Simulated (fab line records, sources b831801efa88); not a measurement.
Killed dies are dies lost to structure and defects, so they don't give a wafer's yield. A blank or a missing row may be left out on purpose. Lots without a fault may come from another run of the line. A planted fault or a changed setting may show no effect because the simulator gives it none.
Chamber matching | flow sky130 | SKY_VIA3_CMP_02 on cmp-01: 4 sister chambers
The step polishes SiO2. 16 wafers are shown with their chamber, then 8 later ones without.

WAFERS WITH THEIR CHAMBER
wafer  | chamber | motor_current_A (A)
L378.2 | 0       | 14.4
L378.5 | 0       | 13.9
L378.6 | 1       | 13.7
L379.2 | 0       | 13.6
L379.4 | 3       | 11.6
L379.5 | 3       | 10.8
L380.2 | 1       | 14.4
L380.4 | 2       | 12.8
L380.6 | 0       | 14.3
L391.1 | 0       | 14.1
L391.2 | 3       | 11.8
L391.3 | 2       | 12.6
L394.1 | 3       | 11.3
L394.3 | 1       | 13.9
L394.5 | 0       | 13.9
L395.4 | 2       | 12.7

SIGNATURES (means of the wafers above)
reading         | chamber 0 | chamber 1 | chamber 2 | chamber 3 | scatter within a chamber
motor_current_A | 14.033    | 14.000    | 12.700    | 11.375    | 0.327
Rule: a wafer's distance from a chamber is the root of the sum, over the readings, of the square of ((its reading less the chamber's mean) divided by the reading's scatter). The wafer belongs to the nearest chamber; if the next one is less than 2 further off, it can't be placed. The scatter: the root of (the sum of the squares of (reading less its chamber's mean) over the shown wafers, divided by (wafers less chambers)).

WAFERS WITHOUT THEIR CHAMBER
wafer  | motor_current_A (A)
L395.5 | 14.5
L395.6 | 11.1
L397.1 | 13.2
L397.2 | 11.4
L397.6 | 14.3
L396.3 | 14.0
L396.5 | 14.4
L396.6 | 14.2

WHICH CHAMBER EACH WENT THROUGH
wafer  | from the rows above          | in truth
L395.5 | can't be placed: 0 or 1      | 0
L395.6 | 3                            | 3
L397.1 | can't be placed: 2 or 1 or 0 | 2
L397.2 | 3                            | 3
L397.6 | can't be placed: 0 or 1      | 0
L396.3 | can't be placed: 1 or 0      | 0
L396.5 | can't be placed: 0 or 1      | 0
L396.6 | can't be placed: 0 or 1      | 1
Placed correctly: 2 of 8. Can't be placed from these rows: 6 (the true chamber is among the candidates in 6). Placed wrongly: 0.
